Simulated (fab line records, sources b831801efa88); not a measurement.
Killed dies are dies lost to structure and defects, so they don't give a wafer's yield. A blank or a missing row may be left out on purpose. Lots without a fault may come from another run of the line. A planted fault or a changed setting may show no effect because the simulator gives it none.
fab line records | flow sky130
record lots=11 wafers=33 last_day=50
route steps=708 shown METAL2@503 VIA2@531 METAL3@532 CAPM@539 PAD_OPEN@708
lots that met no fault: from a run of the same line without faults
start_h: hours from the record's first day to the start of the lot's first wafer shown | wait_h: hours since the lot's step before | " the same as in the row above | L1.1+2: a row that stands for several wafers | - no value, or no start given | * or withheld: withheld | < > ~ a bound
route shown NAME@n: a module of which the file shows steps, and the number in the route of the first | usual: mean/standard deviation of fault-free wafers | same: alike in all rows | chamber/n: place in a boat | sites: the reading at each site | _std_site: their standard deviation | _edge_site: outer sites' mean less inner sites' | radius_mm: how far each site lies from the wafer's centre | mask NAME#n: copy n | behind: the tool/chamber that last shaped the wafer | hold: why the lot was held/for how many hours/how that ended | device: the transistor (n, p or np) that didn't switch | end of line: the same wafers' tests at the end of the route | a step without rows: its recipe alone | killed: dies lost to structure and defects at the first sort, not the wafer's yield | map: a wafer's dies, x killed, . not, _ none there
set.NAME: the setting as run; set.NAME@STEP: as run at that earlier step | model.NAME: the simulator's own value behind a step, which no gauge read
steps of the route over a sample of lots; a table a step, a row a wafer
services: from which hour (start_h, from the record's first day; less than 0 if before it) a tool's chamber was out of use, for how many hours, and why
## steps
# step SKY_METAL2_STRIP_20
# recipe chemistry=O2/N2 power_w=1400 pressure_mtorr=1500 platen_temp_c=withheld o2_flow_sccm=3000 n2_flow_sccm=300 overash_fraction=0.5
# usual drypump_motor_current_A=5.6/0.34 oes_product_au=0.342/0.0052 strip_time_to_endpoint_s=2.68/0.061
# columns lot.wafer tool chamber start_h wait_h drypump_motor_current_A oes_product_au rf_hours_counter_h strip_time_to_endpoint_s
L756.1 plasma_asher-02 1 820.37 0.1 5.5 0.340 98 2.65
L756.2 " 0 " " 5.9 0.343 98 2.63
L756.6 " 0 " " 5.8 0.340 - 2.66
L760.1 plasma_asher-01 1 851.61 0.1 5.2 0.349 42 2.67
L760.3 " 1 " " 5.2 0.350 - 2.69
L760.5 " 1 " " 5.2 0.344 - 2.70
L761.1 plasma_asher-02 1 866.67 0.1 5.4 0.338 103 2.67
L761.4 " 1 " " 5.5 0.348 - 2.65
L761.6 " 1 " " 5.4 0.334 - 2.62
L766.1 plasma_asher-04 0 898.67 0.1 6.1 0.342 15 2.69
L766.4 " 0 " " 6.1 0.334 - 2.67
L766.5 " 0 " " 6.0 0.345 - 2.66
L768.1 plasma_asher-04 0 912.99 0.1 6.1 0.340 16 2.65
L768.3 " 1 " " 6.0 0.348 - 2.65
L768.6 " 0 " " 6.1 0.338 - 2.65
L767.1 plasma_asher-01 0 919.29 0.1 5.2 0.341 48 2.63
L767.4 " 0 " " 5.2 0.339 - 2.66
L767.5 " 0 " " 5.2 0.342 - 2.63
L771.2 plasma_asher-04 0 939.15 0.1 6.0 0.348 19 2.78
L771.3 " 1 " " 6.0 0.341 - 2.75
L771.5 " 1 " " 6.0 0.356 - 2.73
L773.1 plasma_asher-02 0 947.45 0.1 5.8 0.343 111 2.60
L773.2 " 1 " " 5.5 0.342 111 2.76
L773.5 " 1 " " 5.5 0.335 - 2.60
L774.1 plasma_asher-01 0 958.73 0.1 5.2 0.334 52 2.61
L774.4 " 1 " " 5.2 0.349 - 2.73
L774.6 " 1 " " 5.2 0.341 - 2.59
L777.1 plasma_asher-01 0 983.96 0.1 5.2 0.338 54 2.66
L777.2 " 1 " " 5.2 0.344 54 2.73
L777.6 " 0 " " 5.2 0.342 - 2.66
L778.1 plasma_asher-01 1 999.80 0.1 5.2 0.338 56 2.66
L778.3 " 1 " " 5.2 0.339 - 2.65
L778.5 " 1 " " 5.2 0.337 - 2.67
# step SKY_VIA2_CMP_24
# recipe stop_on=SiO2 t_overpolish_s=20 down_force_psi=3.5 platen_rpm=60 target_thk_nm=0 pad_velocity_m_s=0.94248
# usual motor_current_A=10.5/1.2 overpolish_run_s=20.000/0.0091 platen_rpm=60.00/0.041 slurry_filter_dp_kPa=13.51/0.15 time_to_endpoint_s=99/5.2
# columns lot.wafer tool chamber start_h wait_h motor_current_A overpolish_run_s platen_rpm slurry_filter_dp_kPa time_to_endpoint_s
L756.2 cmp-01 2 848.90 0.1 12.0 20.014 60.10 13.51 99
L756.1 " 3 " " 11.4 20.011 59.98 13.48 95
L756.6 " 1 " " 10.2 19.994 60.00 13.56 97
L760.3 cmp-02 1 881.13 0.1 10.4 19.999 59.96 13.63 102
L760.1 " 3 " " 8.9 19.995 60.05 13.18 109
L760.5 " 1 " " 10.3 20.001 59.95 13.65 102
L761.1 cmp-02 1 894.60 0.1 10.3 19.998 60.05 13.36 101
L761.4 " 3 " " 9.0 19.990 60.01 13.70 107
L761.6 " 2 " " 10.3 19.999 59.99 13.69 106
L766.4 cmp-01 0 926.60 0.0 9.3 20.016 60.07 13.62 95
L766.1 " 2 " " 12.1 20.004 60.04 13.26 99
L766.5 " 1 " " 10.7 20.010 59.97 13.36 100
L768.3 cmp-02 0 941.29 0.1 12.2 19.996 60.13 13.51 94
L768.1 " 1 " " 9.9 19.997 60.02 13.55 103
L768.6 " 3 " " 9.0 20.018 60.04 13.54 106
L767.4 cmp-01 3 946.20 0.0 11.3 20.004 59.99 13.49 99
L767.1 " 2 " " 12.5 20.007 60.02 13.17 102
L767.5 " 0 " " 9.2 20.009 59.99 13.56 95
L771.3 cmp-02 3 965.94 0.1 9.1 19.997 59.96 13.63 107
L771.2 " 1 " " 9.6 20.007 60.03 13.77 99
L771.5 " 3 " " 9.1 20.005 59.97 13.39 108
L773.2 cmp-01 2 974.30 0.1 12.2 19.994 60.01 13.40 95
L773.1 " 3 " " 11.7 20.011 60.07 13.56 89
L773.5 " 1 " " 10.6 20.016 60.04 13.37 96
L774.1 cmp-02 2 984.29 0.1 9.7 20.015 60.05 13.48 99
L774.4 " 1 " " 10.8 20.001 60.06 13.42 99
L774.6 " 3 " " 9.4 20.000 60.02 13.41 105
L777.1 cmp-02 2 1010.10 0.1 9.7 20.009 60.07 13.56 102
L777.2 " 3 " " 9.1 20.005 60.03 13.59 103
L777.6 " 1 " " 10.5 19.985 59.99 13.71 95
L778.1 cmp-02 1 1025.16 0.2 10.5 20.000 59.99 13.27 101
L778.3 " 2 " " 9.7 19.989 60.01 13.51 102
L778.5 " 0 " " 12.3 19.994 59.90 13.42 95
# step SKY_METAL3_SPUTTER_00
# recipe material=Ti target_thk_nm=15 power_w=3000 time_s=10 chamber_pressure_pa=0.4
# usual cathode_dc_power_W=3000.0/0.6 throttle_valve_pct=29.6/1
# columns lot.wafer tool chamber start_h wait_h cathode_dc_power_W throttle_valve_pct
L756.1 pvd_sputter-04 - 849.10 0.1 2999.2 30.6
L756.2 " - " " 2999.8 30.4
L756.6 " - " " 3001.3 30.9
L760.1 pvd_sputter-04 - 881.40 0.1 3000.6 30.5
L760.3 " - " " 2999.6 28.7
L760.5 " - " " 3000.6 28.7
L761.1 pvd_sputter-04 - 894.90 0.2 3000.8 30.1
L761.4 " - " " 3000.8 30.6
L761.6 " - " " 2999.2 28.6
L766.1 pvd_sputter-04 - 926.90 0.1 3000.8 30.5
L766.4 " - " " 3000.3 30.9
L766.5 " - " " 2514.1 30.3
L768.1 pvd_sputter-04 - 941.49 0.1 2513.4 30.4
L768.3 " - " " 3000.2 30.5
L768.6 " - " " 3000.3 30.8
L767.1 pvd_sputter-04 - 946.50 0.1 2999.0 31.1
L767.4 " - " " 2999.9 30.6
L767.5 " - " " 2513.6 30.4
L771.2 pvd_sputter-02 - 966.19 0.1 2999.7 29.3
L771.3 " - " " 2999.1 29.3
L771.5 " - " " 2999.9 28.4
L773.1 pvd_sputter-02 - 974.55 0.1 3000.6 28.2
L773.2 " - " " 3000.1 29.2
L773.5 " - " " 2999.9 28.1
L774.1 pvd_sputter-02 - 984.59 0.2 3001.0 28.1
L774.4 " - " " 3000.2 28.4
L774.6 " - " " 3001.0 27.8
L777.1 pvd_sputter-03 - 1010.35 0.2 2999.3 30.3
L777.2 " - " " 3000.8 29.6
L777.6 " - " " 2999.8 28.4
L778.1 pvd_sputter-02 - 1025.37 0.2 2999.0 29.4
L778.3 " - " " 3000.5 28.0
L778.5 " - " " 2999.1 28.4
# step SKY_CAPM_SPUTTER_02
# recipe material=TiN target_thk_nm=200 temp_c=300 power_w=6710 time_s=166.7 chamber_pressure_pa=0.4
# usual cathode_dc_power_W=6710.0/1.2 throttle_valve_pct=30.0/1.3
# columns lot.wafer tool chamber start_h wait_h cathode_dc_power_W throttle_valve_pct
L756.1 pvd_sputter-01 - 849.33 0.1 6710.2 31.4
L756.2 " - " " 6709.6 29.1
L756.6 " - " " 6710.4 30.9
L760.1 pvd_sputter-01 - 881.64 0.1 6707.1 29.3
L760.3 " - " " 6709.8 31.1
L760.5 " - " " 6709.7 28.2
L761.1 pvd_sputter-01 - 895.13 0.1 6710.3 29.0
L761.4 " - " " 6709.9 28.2
L761.6 " - " " 6709.1 30.8
L766.1 pvd_sputter-03 - 927.13 0.1 6710.8 28.3
L766.4 " - " " 6712.1 29.8
L766.5 " - " " 6707.7 28.3
L768.1 pvd_sputter-01 - 941.73 0.1 6709.5 28.4
L768.3 " - " " 6710.6 31.9
L768.6 " - " " 6709.8 28.4
L767.1 pvd_sputter-01 - 946.74 0.1 6710.4 29.0
L767.4 " - " " 6710.2 32.1
L767.5 " - " " 6711.4 31.4
L771.2 pvd_sputter-01 - 966.42 0.0 6709.0 32.0
L771.3 " - " " 6710.3 31.2
L771.5 " - " " 6707.6 29.3
L773.1 pvd_sputter-04 - 974.78 0.1 6710.6 30.4
L773.2 " - " " 6710.9 31.1
L773.5 " - " " 6710.4 28.9
L774.1 pvd_sputter-01 - 984.82 0.1 6710.1 28.4
L774.4 " - " " 6709.7 29.0
L774.6 " - " " 6707.7 31.0
L777.1 pvd_sputter-01 - 1010.59 0.1 6709.2 31.7
L777.2 " - " " 6710.2 28.3
L777.6 " - " " 6711.2 32.1
L778.1 pvd_sputter-03 - 1025.61 0.1 6711.9 29.6
L778.3 " - " " 6710.1 29.9
L778.5 " - " " 6710.1 30.0
# step SKY_PAD_OPEN_PROBE_99
# usual defect_limited_yield=82.5/1.9 killed_at_M0_to_M3=42/6.9 killed_at_M4_up=3.2/1.7 killed_at_contacts=25/5.1 killed_at_front_end=15/4.5 killed_at_other=0.4/0.63 killed_dies=86/9.3 killed_open=46/7 killed_short=39/6.9 sort_bin_3_pad_short=0.9/0.45 sort_bin_5_function=10.4/1.5 sort_bin_6_memory=6.3/1.1 sort_n_pass=406/9.3 sort_yield_pct=82.5/1.9
# same gross_dies=492 killed_at_back_side=0 sort_bin_4_leakage[%]=0 sort_bin_8_speed[%]=0
# columns lot.wafer tool chamber start_h wait_h defect_limited_yield[%] killed_at_M0_to_M3 killed_at_M4_up killed_at_contacts killed_at_front_end killed_at_other killed_dies killed_open killed_short sort_bin_3_pad_short[%] sort_bin_5_function[%] sort_bin_6_memory[%] sort_n_pass sort_yield_pct[%]
L756.1 prober-01 - 1077.19 0.1 81.9 44 1 29 15 0 89 51 38 1.2 9.6 7.3 403 81.9
L756.2 prober-01 - 1077.24 0.1 83.9 30 4 27 18 0 79 49 29 0.2 10.0 5.9 413 83.9
L756.6 prober-01 - 1077.44 0.2 80.9 40 4 29 21 0 94 60 34 0.6 12.2 6.3 398 80.9
L760.1 prober-01 - 1102.98 0.1 84.3 34 2 23 17 1 77 36 40 1.6 9.8 4.3 415 84.3
L760.3 prober-01 - 1103.08 0.2 83.5 35 6 20 19 1 81 45 35 0.4 8.7 7.3 411 83.5
L760.5 prober-01 - 1103.18 0.2 84.3 37 4 22 13 1 77 38 39 0.8 8.9 5.9 415 84.3
L761.1 prober-02 - 1112.97 0.1 83.1 40 3 20 20 0 83 49 33 0.2 10.2 6.5 409 83.1
L761.4 prober-02 - 1113.12 0.2 84.8 38 1 19 16 1 75 35 40 0.8 7.7 6.7 417 84.8
L761.6 prober-02 - 1113.22 0.2 82.3 37 4 24 21 1 87 45 42 0.6 9.1 7.9 405 82.3
L766.1 prober-02 - 1138.55 0.1 81.3 56 6 22 8 0 92 46 45 1.0 11.8 5.9 400 81.3
L766.4 prober-02 - 1138.70 0.2 79.9 54 4 29 12 0 99 42 56 1.8 11.4 6.9 393 79.9
L766.5 prober-02 - 1138.75 0.2 82.3 46 4 26 11 0 87 39 47 0.8 9.3 7.5 405 82.3
L768.1 prober-01 - 1149.63 0.1 81.3 48 3 27 13 1 92 44 48 1.2 10.4 7.1 400 81.3
L768.3 prober-01 - 1149.73 0.2 83.7 48 5 17 10 0 80 51 29 0.2 11.2 4.9 412 83.7
L768.6 prober-01 - 1149.88 0.2 84.8 39 1 23 12 0 75 46 29 1.2 9.8 4.3 417 84.8
L767.1 prober-02 - 1153.53 0.1 82.9 31 5 28 20 0 84 41 42 0.4 11.2 5.5 408 82.9
L767.4 prober-02 - 1153.68 0.2 82.5 32 4 37 13 0 86 50 35 0.6 11.0 5.9 406 82.5
L767.5 prober-02 - 1153.73 0.2 81.5 47 3 24 17 0 91 50 40 1.6 10.6 6.3 401 81.5
L771.2 prober-01 - 1168.21 0.1 78.0 48 3 39 17 1 108 58 49 1.8 12.2 7.9 384 78.0
L771.3 prober-01 - 1168.26 0.2 82.7 37 4 27 17 0 85 50 35 0.6 11.2 5.5 407 82.7
L771.5 prober-01 - 1168.36 0.2 87.8 29 2 18 11 0 60 27 33 0.2 6.3 5.7 432 87.8
L773.1 prober-01 - 1173.59 0.1 83.1 45 1 17 19 1 83 51 32 1.2 8.7 6.9 409 83.1
L773.2 prober-01 - 1173.64 0.1 83.9 37 5 26 10 1 79 45 33 0.6 8.5 6.9 413 83.9
L773.5 prober-01 - 1173.79 0.2 82.3 49 2 27 9 0 87 39 47 1.0 9.3 7.3 405 82.3
L774.1 prober-02 - 1180.64 0.1 84.8 37 1 26 10 1 75 42 33 1.0 7.5 6.7 417 84.8
L774.4 prober-02 - 1180.79 0.2 80.9 53 6 20 15 0 94 53 41 1.8 10.4 6.9 398 80.9
L774.6 prober-02 - 1180.89 0.2 80.9 45 3 26 20 0 94 55 39 0.8 11.6 6.7 398 80.9
L777.1 prober-01 - 1198.09 0.1 80.7 46 5 26 17 1 95 40 54 1.2 11.8 6.3 397 80.7
L777.2 prober-01 - 1198.14 0.1 78.7 57 2 27 19 0 105 51 54 0.8 12.4 8.1 387 78.7
L777.6 prober-01 - 1198.34 0.2 82.1 45 1 26 16 0 88 43 44 1.2 11.4 5.3 404 82.1
L778.1 prober-01 - 1208.03 0.1 82.1 41 0 30 17 0 88 43 45 1.2 9.1 7.5 404 82.1
L778.3 prober-01 - 1208.13 0.2 79.3 59 2 23 17 1 102 54 48 1.0 12.4 7.3 390 79.3
L778.5 prober-01 - 1208.23 0.2 85.8 37 1 19 13 0 70 41 29 0.4 8.7 5.1 422 85.8
# killed by level:class
L756.1 CONTACT:geometric_particle:open=12 LI_CONTACT:geometric_particle:open=8 VIA2:geometric_particle:open=8 VIA3:geometric_particle:short=7 VIA1:geometric_particle:short=6 VIA1:geometric_particle:open=6 METAL2:geometric_particle:short=6 VIA3:geometric_particle:open=6
L756.2 CONTACT:geometric_particle:open=11 VIA3:geometric_particle:open=8 LI_CONTACT:geometric_particle:open=7 VIA1:geometric_particle:open=7 FIELD_ISO:geometric_particle:short=4 POLY_GATE:geometric_particle:short=4 LOCAL_INTERCONNECT:geometric_particle:short=4 FIELD_ISO:geometric_particle:open=3
L756.6 VIA1:geometric_particle:open=12 CONTACT:geometric_particle:open=11 SPACER:geometric_particle:open=7 VIA3:geometric_particle:open=7 LI_CONTACT:geometric_particle:open=6 LOCAL_INTERCONNECT:geometric_particle:short=6 FIELD_ISO:geometric_particle:open=5 VIA2:geometric_particle:open=5
L760.1 VIA2:geometric_particle:open=7 LI_CONTACT:geometric_particle:open=7 CONTACT:geometric_particle:open=7 METAL1:geometric_particle:short=6 METAL2:geometric_particle:short=6 FIELD_ISO:geometric_particle:short=5 POLY_GATE:geometric_particle:short=5 VIA1:geometric_particle:open=5
L760.3 VIA3:geometric_particle:open=11 FIELD_ISO:geometric_particle:open=8 VIA1:geometric_particle:open=7 LI_CONTACT:geometric_particle:open=5 LI_CONTACT:geometric_particle:short=4 CONTACT:geometric_particle:open=4 METAL1:geometric_particle:short=4 VIA1:geometric_particle:short=4
L760.5 POLY_GATE:geometric_particle:short=7 LI_CONTACT:geometric_particle:open=7 VIA2:geometric_particle:open=7 VIA1:geometric_particle:open=7 CONTACT:geometric_particle:open=6 VIA3:geometric_particle:short=5 METAL2:geometric_particle:short=5 VIA3:geometric_particle:open=5
L761.1 VIA1:geometric_particle:open=18 FIELD_ISO:geometric_particle:open=8 CONTACT:geometric_particle:open=8 POLY_GATE:geometric_particle:open=5 LI_CONTACT:geometric_particle:open=5 CONTACT:geometric_particle:short=5 METAL2:geometric_particle:short=4 METAL1:geometric_particle:short=4
L761.4 METAL2:geometric_particle:short=8 VIA1:geometric_particle:open=8 METAL1:geometric_particle:short=6 FIELD_ISO:geometric_particle:open=5 LI_CONTACT:geometric_particle:open=5 CONTACT:geometric_particle:short=4 CONTACT:geometric_particle:open=4 VIA2:geometric_particle:open=4
L761.6 VIA1:geometric_particle:open=9 FIELD_ISO:geometric_particle:open=7 LI_CONTACT:geometric_particle:open=7 CONTACT:geometric_particle:short=7 CONTACT:geometric_particle:open=6 VIA1:geometric_particle:short=6 VIA2:geometric_particle:open=4 VIA3:geometric_particle:open=4
L766.1 VIA1:geometric_particle:open=14 CONTACT:geometric_particle:open=10 METAL1:geometric_particle:short=9 VIA3:geometric_particle:open=6 VIA1:geometric_particle:short=5 METAL2:geometric_particle:short=5 METAL3:geometric_particle:short=5 LI_CONTACT:geometric_particle:open=4
L766.4 METAL1:geometric_particle:short=11 CONTACT:geometric_particle:open=10 VIA1:geometric_particle:open=9 CONTACT:geometric_particle:short=8 METAL2:geometric_particle:short=7 LI_CONTACT:geometric_particle:open=5 LOCAL_INTERCONNECT:geometric_particle:short=5 METAL2:geometric_particle:open=5
L766.5 VIA1:geometric_particle:open=8 METAL2:geometric_particle:short=8 VIA2:geometric_particle:open=8 POLY_GATE:geometric_particle:short=7 CONTACT:geometric_particle:open=7 METAL1:geometric_particle:short=7 LI_CONTACT:geometric_particle:open=6 CONTACT:geometric_particle:short=6
L768.1 VIA1:geometric_particle:open=11 VIA3:geometric_particle:open=9 METAL1:geometric_particle:short=8 LOCAL_INTERCONNECT:geometric_particle:short=7 CONTACT:geometric_particle:short=6 CONTACT:geometric_particle:open=6 LI_CONTACT:geometric_particle:open=5 VIA1:geometric_particle:short=5
L768.3 VIA1:geometric_particle:open=15 VIA2:geometric_particle:open=9 VIA1:geometric_particle:short=7 LI_CONTACT:geometric_particle:open=7 VIA3:geometric_particle:open=6 CONTACT:geometric_particle:open=4 VIA3:geometric_particle:short=4 METAL4:geometric_particle:short=4
L768.6 VIA1:geometric_particle:open=10 CONTACT:geometric_particle:open=9 VIA3:geometric_particle:open=7 LI_CONTACT:geometric_particle:open=5 VIA1:geometric_particle:short=5 FIELD_ISO:geometric_particle:short=4 CONTACT:geometric_particle:short=4 METAL2:geometric_particle:short=4
L767.1 CONTACT:geometric_particle:open=9 FIELD_ISO:geometric_particle:open=7 CONTACT:geometric_particle:short=7 FIELD_ISO:geometric_particle:short=6 VIA1:geometric_particle:open=6 LOCAL_INTERCONNECT:geometric_particle:short=6 METAL2:geometric_particle:short=6 LI_CONTACT:geometric_particle:open=5
L767.4 CONTACT:geometric_particle:open=16 LI_CONTACT:geometric_particle:open=8 VIA2:geometric_particle:open=6 VIA1:geometric_particle:open=5 LI_CONTACT:geometric_particle:short=4 METAL2:geometric_particle:short=4 LOCAL_INTERCONNECT:geometric_particle:short=4 CONTACT:geometric_particle:short=4
L767.5 VIA1:geometric_particle:open=12 METAL1:geometric_particle:short=10 LI_CONTACT:geometric_particle:open=9 VIA2:geometric_particle:open=7 FIELD_ISO:geometric_particle:open=6 VIA3:geometric_particle:open=6 FIELD_ISO:geometric_particle:short=5 LOCAL_INTERCONNECT:geometric_particle:short=4
L771.2 VIA1:geometric_particle:open=14 CONTACT:geometric_particle:open=14 LI_CONTACT:geometric_particle:open=8 LOCAL_INTERCONNECT:geometric_particle:short=6 METAL1:geometric_particle:short=6 VIA3:geometric_particle:open=6 LI_CONTACT:geometric_particle:short=5 VIA1:geometric_particle:short=5
L771.3 LI_CONTACT:geometric_particle:open=14 VIA1:geometric_particle:open=11 VIA2:geometric_particle:open=5 VIA3:geometric_particle:open=5 FIELD_ISO:geometric_particle:short=4 LOCAL_INTERCONNECT:geometric_particle:short=4 CONTACT:geometric_particle:short=4 CONTACT:geometric_particle:open=4
L771.5 VIA1:geometric_particle:open=6 CONTACT:geometric_particle:open=5 METAL1:geometric_particle:short=5 VIA1:geometric_particle:short=5 FIELD_ISO:geometric_particle:short=4 LI_CONTACT:geometric_particle:open=4 CONTACT:geometric_particle:short=4 LOCAL_INTERCONNECT:geometric_particle:short=3
L773.1 VIA1:geometric_particle:open=8 VIA2:geometric_particle:open=8 FIELD_ISO:geometric_particle:short=7 VIA3:geometric_particle:open=7 CONTACT:geometric_particle:open=7 FIELD_ISO:geometric_particle:open=5 LI_CONTACT:geometric_particle:open=5 METAL1:geometric_particle:short=5
L773.2 CONTACT:geometric_particle:open=12 LOCAL_INTERCONNECT:geometric_particle:short=9 VIA1:geometric_particle:open=7 VIA2:geometric_particle:open=7 METAL2:geometric_particle:short=5 VIA1:geometric_particle:short=5 VIA3:geometric_particle:open=5 FIELD_ISO:geometric_particle:open=3
L773.5 VIA2:geometric_particle:open=12 LOCAL_INTERCONNECT:geometric_particle:short=9 VIA1:geometric_particle:open=9 METAL2:geometric_particle:short=6 METAL3:geometric_particle:short=6 LI_CONTACT:geometric_particle:open=5 CONTACT:geometric_particle:open=5 VIA1:geometric_particle:short=5
L774.1 VIA1:geometric_particle:open=13 METAL1:geometric_particle:short=8 LI_CONTACT:geometric_particle:open=8 CONTACT:geometric_particle:open=8 VIA2:geometric_particle:open=6 POLY_GATE:geometric_particle:short=4 CONTACT:geometric_particle:short=4 POLY_GATE:geometric_particle:open=2
L774.4 VIA1:geometric_particle:open=15 VIA2:geometric_particle:open=8 CONTACT:geometric_particle:open=7 FIELD_ISO:geometric_particle:short=6 LI_CONTACT:geometric_particle:open=6 METAL1:geometric_particle:short=6 METAL4:geometric_particle:short=5 METAL2:geometric_particle:short=5
L774.6 LI_CONTACT:geometric_particle:open=10 CONTACT:geometric_particle:open=9 VIA1:geometric_particle:open=9 FIELD_ISO:geometric_particle:short=7 VIA2:geometric_particle:open=7 VIA1:geometric_particle:short=7 VIA3:geometric_particle:open=7 FIELD_ISO:geometric_particle:open=6
L777.1 METAL1:geometric_particle:short=10 VIA1:geometric_particle:open=9 CONTACT:geometric_particle:open=8 METAL2:geometric_particle:short=7 LOCAL_INTERCONNECT:geometric_particle:short=7 VIA2:geometric_particle:open=6 METAL4:geometric_particle:short=5 CONTACT:geometric_particle:short=5
L777.2 VIA1:geometric_particle:open=13 CONTACT:geometric_particle:open=12 VIA1:geometric_particle:short=10 FIELD_ISO:geometric_particle:short=6 METAL1:geometric_particle:short=6 VIA3:geometric_particle:open=6 VIA2:geometric_particle:open=5 VIA3:geometric_particle:short=5
L777.6 CONTACT:geometric_particle:open=10 METAL1:geometric_particle:short=8 VIA1:geometric_particle:open=7 LOCAL_INTERCONNECT:geometric_particle:short=7 VIA2:geometric_particle:open=7 LI_CONTACT:geometric_particle:open=6 METAL2:geometric_particle:short=6 FIELD_ISO:geometric_particle:short=5
L778.1 CONTACT:geometric_particle:open=12 VIA1:geometric_particle:open=9 LI_CONTACT:geometric_particle:open=8 METAL1:geometric_particle:short=8 LOCAL_INTERCONNECT:geometric_particle:short=5 VIA2:geometric_particle:open=5 VIA3:geometric_particle:short=5 FIELD_ISO:geometric_particle:short=4
L778.3 VIA1:geometric_particle:open=16 METAL1:geometric_particle:short=12 VIA3:geometric_particle:open=8 CONTACT:geometric_particle:short=7 CONTACT:geometric_particle:open=6 FIELD_ISO:geometric_particle:open=5 POLY_GATE:geometric_particle:open=5 LI_CONTACT:geometric_particle:open=5
L778.5 VIA1:geometric_particle:open=9 CONTACT:geometric_particle:open=6 VIA2:geometric_particle:open=6 VIA3:geometric_particle:open=6 METAL2:geometric_particle:short=5 FIELD_ISO:geometric_particle:short=4 POLY_GATE:geometric_particle:short=4 LI_CONTACT:geometric_particle:open=4
## services
# columns tool chamber start_h hours kind
pvd_sputter-01 - 796.74 4.7 repair
plasma_asher-04 - 797.02 2.8 pm
plasma_asher-02 - 812.74 3.3 repair
cmp-02 - 854.05 4.4 pm
plasma_asher-01 - 885.80 7.4 repair
pvd_sputter-03 - 893.67 2.5 repair
cmp-01 - 912.00 4.0 pm
cmp-01 - 916.00 - consumable_replace:conditioner
cmp-01 - 916.00 - consumable_replace:pad
plasma_asher-02 - 929.95 3.3 repair
cmp-01 - 930.32 1.3 repair
cmp-01 - 940.29 3.6 repair
plasma_asher-02 - 954.02 2.8 pm
cmp-02 - 967.68 1.8 repair
cmp-02 - 980.76 1.5 repair
cmp-02 - 985.39 1.1 repair
cmp-02 - 990.02 0.4 repair
pvd_sputter-01 - 1002.54 1.3 repair
plasma_asher-02 - 1010.55 5.3 repair
plasma_asher-02 - 1015.91 2.4 repair
## key
first_sign step=SKY_METAL3_SPUTTER_00 reading=cathode_dc_power_W direction=down sigmas=99+ usual=3000.0 struck=2513.7
effect none on later readings
met_at SKY_METAL3_SPUTTER_00
struck_lots L766,L767,L768
struck_wafers L766.5,L767.5,L768.1
not_acting_at SKY_METAL2_STRIP_20,SKY_VIA2_CMP_24,SKY_CAPM_SPUTTER_02
onset_between 894.90 926.90
fault kind=process_parameter_drift tool=pvd_sputter-04 chamber=- onset_h=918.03 steps=SKY_METAL3_SPUTTER_00 channel=power_w offset=* shape=step end_h=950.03 acts_in=* stated=* scope=struck_wafers_only
